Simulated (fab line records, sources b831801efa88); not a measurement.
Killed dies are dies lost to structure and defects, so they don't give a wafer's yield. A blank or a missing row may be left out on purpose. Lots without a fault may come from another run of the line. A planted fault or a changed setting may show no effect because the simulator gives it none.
fab line records | flow sfq_line
record lots=6 wafers=18 last_day=80
route steps=325 shown I7@309 M8@311
lots that met no fault: from a run of the same line without faults
start_h: hours from the record's first day to the start of the lot's first wafer shown | wait_h: hours since the lot's step before | " the same as in the row above | L1.1+2: a row that stands for several wafers | - no value, or no start given | * or withheld: withheld | < > ~ a bound
route shown NAME@n: a module of which the file shows steps, and the number in the route of the first | usual: mean/standard deviation of fault-free wafers | same: alike in all rows | chamber/n: place in a boat | sites: the reading at each site | _std_site: their standard deviation | _edge_site: outer sites' mean less inner sites' | radius_mm: how far each site lies from the wafer's centre | mask NAME#n: copy n | behind: the tool/chamber that last shaped the wafer | hold: why the lot was held/for how many hours/how that ended | device: the transistor (n, p or np) that didn't switch | end of line: the same wafers' tests at the end of the route | a step without rows: its recipe alone | killed: dies lost to structure and defects at the first sort, not the wafer's yield | map: a wafer's dies, x killed, . not, _ none there
set.NAME: the setting as run; set.NAME@STEP: as run at that earlier step | model.NAME: the simulator's own value behind a step, which no gauge read
lots at some steps of the route; a table a step, a row a wafer
services: from which hour (start_h, from the record's first day; less than 0 if before it) a tool's chamber was out of use, for how many hours, and why
## steps
# step SFQ_TRILAYER_I7_VIA_STRIP_STRIP_191
# recipe gas=O2 power_w=200 platen_temp_c=40 overash_fraction=0.65 chemistry=O2 pressure_mtorr=50
# usual drypump_motor_current_A=5.9/0.63 oes_product_au=1.003/0.01
# columns lot.wafer tool chamber start_h wait_h drypump_motor_current_A oes_product_au rf_hours_counter_h
L928.2 rie_metal-02 1 1787.34 - 6.3 1.001 -
L928.4 " 1 " " 6.3 1.000 -
L928.6 " 1 " " 6.3 0.989 -
L931.1 rie_metal-01 0 1837.62 - 5.3 0.977 28
L931.3 " 0 " " 5.3 0.978 -
L931.5 " 0 " " 5.3 0.985 -
L937.1 rie_metal-04 0 1852.65 - 5.6 1.006 61
L937.2 " 1 " " 4.8 1.012 44
L937.3 " 1 " " 4.8 1.014 -
L946.1 rie_metal-01 1 1901.71 - 6.3 1.010 27
L946.3 " 1 " " 6.3 1.015 -
L946.4 " 0 " " 5.3 0.986 -
L948.4 rie_metal-01 0 1904.31 - 5.3 0.992 -
L948.5 " 1 " " 6.3 1.017 -
L948.6 " 0 " " 5.3 0.993 -
L949.1 rie_metal-02 1 1905.31 - 6.3 0.996 56
L949.2 " 0 " " 6.5 0.999 14
L949.5 " 1 " " 6.3 1.001 -
# step SFQ_TRILAYER_I7_VIA_STRIP_SOLV_CLEAN_192
# recipe chemistry=NMP temp_c=70 time_s=600
# step SFQ_TRILAYER_M8_LITHO_LOR_COAT_197
# recipe resist=lift-off spin_rpm=3000
# step SFQ_TRILAYER_M8_LITHO_LOR_BAKE_198
# recipe resist=lift-off temp_c=withheld time_s=withheld
# step SFQ_TRILAYER_M8_LITHO_COAT_193
# recipe resist=KrF spin_rpm=3000 resist_thk_nm=600
# step SFQ_TRILAYER_M8_LITHO_SOFTBAKE_199
# recipe temp_c=withheld time_s=withheld resist=KrF
# step SFQ_TRILAYER_M8_LITHO_EXPOSE_194
# recipe mask_id=M8 na=0.6 source_shape=conventional sigma_outer=0.65 target_cd_nm=2000 dose_mj=14.4
# step SFQ_TRILAYER_M8_LITHO_PEB_196
# recipe peb_temp_c=115 peb_time_s=60 resist=KrF
# step SFQ_TRILAYER_M8_LITHO_DEVELOP_195
# recipe img_clear_s=15 time_s=55 resist=KrF
# step SFQ_M8_OVL_MEAS_948
# usual M8_OVL=2/6.3
# columns lot.wafer tool chamber start_h wait_h M8_OVL[nm]
L928.2 overlay-01 - 1832.25 0.1 2
L928.4 " - " " 2
L928.6 " - " " 2
L931.1 overlay-02 - 1842.85 0.1 9
L931.3 " - " " 10
L931.5 " - " " 4
L937.1 overlay-02 - 1857.25 0.1 -12
L937.2 " - " " -7
L937.3 " - " " -11
L946.1 overlay-01 - 1912.31 0.1 -4
L946.3 " - " " -6
L946.4 " - " " -8
L948.4 overlay-01 - 1914.73 0.1 -5
L948.5 " - " " -2
L948.6 " - " " -2
L949.1 overlay-01 - 1915.91 0.1 1
L949.2 " - " " 0
L949.5 " - " " -3
# step SFQ_TRILAYER_M8_DEP_EVAP_197
# recipe material=Ti angular_spread_deg=1 target_thk_nm=20 time_s=100 power_w=2000
# step SFQ_TRILAYER_M8_DEP_EVAP_198
# recipe material=Pt angular_spread_deg=1 target_thk_nm=50 time_s=250 power_w=2000
# step SFQ_TRILAYER_M8_DEP_EVAP_196
# recipe material=Au angular_spread_deg=1 target_thk_nm=180 time_s=900 power_w=2000
# usual cathode_dc_power_W=2000.0/0.41
# columns lot.wafer tool chamber start_h wait_h cathode_dc_power_W model.Au_of_TRILAYER_M8_DEP_EVAP_196.thk_nm
L928.2 pvd_sputter-01 - 1832.51 0.1 2000.1 178.5
L928.4 " - " " 1999.8 177.8
L928.6 " - " " 2000.0 177.6
L931.1 pvd_sputter-02 - 1843.12 0.1 1999.9 177.1
L931.3 " - " " 1999.9 177.2
L931.5 " - " " 2000.0 178.6
L937.1 pvd_sputter-02 - 1857.52 0.1 2000.5 180.7
L937.2 " - " " 1999.7 182.2
L937.3 " - " " 2000.2 180.2
L946.1 pvd_sputter-01 - 1912.58 0.1 1999.6 183.7
L946.3 " - " " 2000.0 197
L946.4 " - " " 2000.6 183
L948.4 pvd_sputter-01 - 1914.98 0.1 2000.8 176.6
L948.5 " - " " 2000.0 178.2
L948.6 " - " " 1999.7 193.8
L949.1 pvd_sputter-02 - 1916.18 0.1 1999.7 181.7
L949.2 " - " " 1999.2 181.5
L949.5 " - " " 1999.7 182
# step SFQ_M8_RS_MEAS_949
# recipe thk_meas_gauge=four-point-probe reads=Au_of_TRILAYER_M8_DEP_EVAP_196+Pt_of_TRILAYER_M8_DEP_EVAP_198+Ti_of_TRILAYER_M8_DEP_EVAP_197
# usual M8_AU_RS=0.1536/0.0015
# columns lot.wafer tool chamber start_h wait_h M8_AU_RS[ohm/sq]
L928.2 film_metro-02 - 1833.04 0.3 0.1546
L928.4 " - " " 0.1554
L928.6 " - " " 0.1556
L931.1 film_metro-02 - 1843.63 0.3 0.1559
L931.3 " - " " 0.1560
L931.5 " - " " 0.1544
L937.1 film_metro-03 - 1858.03 0.3 0.1526
L937.2 " - " " 0.1519
L937.3 " - " " 0.1533
L946.1 film_metro-04 - 1913.09 0.3 0.1505
L946.3 " - " " 0.1403
L946.4 " - " " 0.1510
L948.4 film_metro-02 - 1915.55 0.3 0.1563
L948.5 " - " " 0.1550
L948.6 " - " " 0.1424
L949.1 film_metro-04 - 1916.69 0.3 0.1521
L949.2 " - " " 0.1524
L949.5 " - " " 0.1520
# step SFQ_M8_THK_MEAS_950
# recipe thk_meas_gauge=xrf reads=Au_of_TRILAYER_M8_DEP_EVAP_196
# usual M8_AU_THK=184.4/1.8
# columns lot.wafer tool chamber start_h wait_h M8_AU_THK[nm]
L928.2 film_metro-02 - 1833.15 0.1 183.0
L928.4 " - " " 182.2
L928.6 " - " " 181.9
L931.1 film_metro-02 - 1843.75 0.1 181.0
L931.3 " - " " 182.3
L931.5 " - " " 182.6
L937.1 film_metro-03 - 1858.15 0.1 186.7
L937.2 " - " " 187.8
L937.3 " - " " 185.5
L946.1 film_metro-04 - 1913.21 0.1 187.9
L946.3 " - " " 201.0
L946.4 " - " " 186.3
L948.4 film_metro-02 - 1915.64 0.1 182.0
L948.5 " - " " 183.5
L948.6 " - " " 199.7
L949.1 film_metro-04 - 1916.81 0.1 185.6
L949.2 " - " " 186.1
L949.5 " - " " 185.9
# step SFQ_TRILAYER_M8_LIFTOFF_LIFTOFF_197
# recipe temp_c=80 time_s=600 chemistry=NMP
# step SFQ_M8_BOW_MEAS_951
# recipe mode=bow
# usual M8_BOW=11/11
# columns lot.wafer tool chamber start_h wait_h M8_BOW[um] model.etest.m8.ohm_sq
L928.2 film_metro-04 - 1833.41 0.0 28 0.155
L928.4 " - " " 32 0.1555
L928.6 " - " " 13 0.1558
L931.1 film_metro-03 - 1843.99 0.0 7 0.1562
L931.3 " - " " 29 0.1561
L931.5 " - " " 21 0.1549
L937.1 film_metro-04 - 1858.39 0.0 11 0.153
L937.2 " - " " 18 0.1518
L937.3 " - " " 11 0.1534
L946.1 film_metro-02 - 1913.62 0.0 11 0.1505
L946.3 " - " " 11 0.1404
L946.4 " - " " 23 0.1511
L948.4 film_metro-03 - 1916.08 0.1 10 0.1566
L948.5 " - " " 3 0.1552
L948.6 " - " " 16 0.1427
L949.1 film_metro-02 - 1917.05 0.0 -12 0.1522
L949.2 " - " " -3 0.1524
L949.5 " - " " 0 0.152
## services
# columns tool chamber start_h hours kind
rie_metal-01 1 1763.97 1.0 repair
rie_metal-02 0 1768.00 - clean
rie_metal-02 0 1768.00 - consumable_replace:focus_ring
rie_metal-02 0 1768.00 22.4 scheduled_down
rie_metal-02 0 1768.00 22.4 vent_cycle
rie_metal-04 - 1770.23 1.9 repair
rie_metal-04 - 1770.55 0.5 repair
rie_metal-01 - 1774.68 4.0 pm
rie_metal-02 - 1810.60 1.4 pm
pvd_sputter-01 - 1836.99 3.7 repair
pvd_sputter-02 - 1844.10 1.8 repair
## key
first_sign step=SFQ_M8_RS_MEAS_949 reading=M8_AU_RS direction=down sigmas=8.4 usual=0.1536 struck=0.1413
effect step=SFQ_M8_THK_MEAS_950 reading=M8_AU_THK direction=up sigmas=8.9 usual=184.4 struck=200.3
model_effect step=SFQ_TRILAYER_M8_DEP_EVAP_196 value=Au_of_TRILAYER_M8_DEP_EVAP_196.thk_nm without=181 struck=195.4
model_effect step=SFQ_M8_BOW_MEAS_951 value=etest.m8.ohm_sq without=0.1528 struck=0.1416
met_at SFQ_TRILAYER_M8_DEP_EVAP_196
struck_wafers L946.3,L948.6
onset_between 1832.51 1912.58
fault kind=process_parameter_drift tool=pvd_sputter-01 chamber=- onset_h=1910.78 steps=SFQ_TRILAYER_M8_DEP_EVAP_196 channel=target_thk_nm offset=14.418 shape=step end_h=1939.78 scope=struck_wafers_only acts_in=these_recipes_only stated=180
